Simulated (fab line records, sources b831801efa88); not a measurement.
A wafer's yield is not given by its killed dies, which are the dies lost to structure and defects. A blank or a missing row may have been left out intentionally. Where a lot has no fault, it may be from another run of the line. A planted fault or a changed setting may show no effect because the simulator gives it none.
Matching of chambers | flow sky130 | SKY_LI_CONTACT_CMP_02 on cmp-01: 4 sister chambers
The step polishes PSG. 7 wafers are shown with their chamber, then 7 later ones without.

## WAFERS WITH THEIR CHAMBER
wafer  | chamber | motorCurrentA (A) | timeToEndpointS (s)
L686.2 | 2       | 11.4              | 40.2
L686.6 | 2       | 11.2              | 42.2
L694.6 | 3       | 13.0              | 37.4
L698.4 | 1       | 11.4              | 39.3
L698.6 | 0       | 13.3              | 37.6
L701.4 | 0       | 13.2              | 37.7
L701.5 | 3       | 12.1              | 35.9

## WAFERS MISSING THEIR CHAMBER
wafer  | motorCurrentA (A) | timeToEndpointS (s)
L701.6 | 13.9              | 35.4
L706.1 | 12.7              | 40.4
L706.4 | 12.7              | 33.1
L706.5 | 11.8              | 38.6
L705.2 | 14.3              | 35.9
L705.3 | 11.9              | 39.1
L705.4 | 12.2              | 40.2

## THE CHAMBER EACH PASSED THROUGH
wafer  | from the rows above               | in truth
L701.6 | can't be placed: 0 or 3           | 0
L706.1 | can't be placed: 0 or 1 or 3 or 2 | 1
L706.4 | can't be placed: 3 or 0           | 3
L706.5 | can't be placed: 1 or 3 or 2      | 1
L705.2 | can't be placed: 0 or 3           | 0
L705.3 | can't be placed: 1 or 2 or 3      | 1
L705.4 | can't be placed: 1 or 2 or 3 or 0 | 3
Placed correctly: 0 of 7. Not placeable from these rows: 7 (in 7, the candidates include the true chamber). Wrongly placed: 0.
How it was worked out, from the rows above alone: a wafer's distance from a chamber is the root of the sum, over the readings, of the square of ((its reading less the chamber's mean) divided by the reading's scatter). The wafer belongs to the nearest chamber; if the next one is less than 2 further off, it can't be placed. The mean given for a chamber averages the wafers shown for that chamber. The scatter is the square root of a quotient: the sum, over the shown wafers, of each reading's squared deviation from its chamber's mean, divided by wafers minus chambers.
